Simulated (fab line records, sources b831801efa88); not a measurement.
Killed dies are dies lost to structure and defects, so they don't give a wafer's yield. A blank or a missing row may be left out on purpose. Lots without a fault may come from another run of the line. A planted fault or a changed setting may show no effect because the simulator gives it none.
Chamber matching | flow sky130 | SKY_VIA1_ETCH_15 on rie_diel-03: 4 sister chambers
The step etches SiO2 in C4F8/O2/Ar, stops on TiN, target depth 351 nm, time 54 s. 4 wafers are shown with their chamber, then 12 later ones without.

WAFERS WITH THEIR CHAMBER
wafer  | chamber | oes_product_au (a.u.)
L084.6 | 1       | 0.985
L087.2 | 0       | 0.983
L087.5 | 2       | 0.982
L087.6 | 3       | 0.975

WAFERS WITHOUT THEIR CHAMBER
wafer  | oes_product_au (a.u.)
L091.1 | 0.986
L091.2 | 0.982
L091.3 | 0.982
L091.4 | 0.978
L091.5 | 0.977
L091.6 | 0.990
L094.2 | 0.979
L094.3 | 0.971
L094.6 | 0.972
L095.3 | 0.985
L095.4 | 0.983
L095.5 | 0.980

WHICH CHAMBER EACH WENT THROUGH
wafer  | from the rows above               | in truth
L091.1 | can't be placed: 1 or 0 or 2      | 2
L091.2 | can't be placed: 2 or 0 or 1      | 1
L091.3 | can't be placed: 2 or 0 or 1      | 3
L091.4 | can't be placed: 3 or 2 or 0 or 1 | 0
L091.5 | can't be placed: 3 or 2 or 0      | 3
L091.6 | can't be placed: 1 or 0 or 2      | 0
L094.2 | can't be placed: 2 or 0 or 3 or 1 | 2
L094.3 | 3                                 | 3
L094.6 | 3                                 | 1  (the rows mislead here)
L095.3 | can't be placed: 1 or 0 or 2      | 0
L095.4 | can't be placed: 0 or 2 or 1      | 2
L095.5 | can't be placed: 2 or 0 or 1 or 3 | 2
Placed correctly: 1 of 12. Can't be placed from these rows: 10 (the true chamber is among the candidates in 9). Placed wrongly: 1.
How it was worked out, from the rows above alone: a wafer's distance from a chamber is the root of the sum, over the readings, of the square of ((its reading less the chamber's mean) divided by the reading's scatter). The wafer belongs to the nearest chamber; if the next one is less than 2 further off, it can't be placed. A chamber's mean is the mean of its shown wafers. The scatter: with one shown wafer a chamber, the root of the mean of the squares of how far each hidden wafer lies from its nearest shown one.
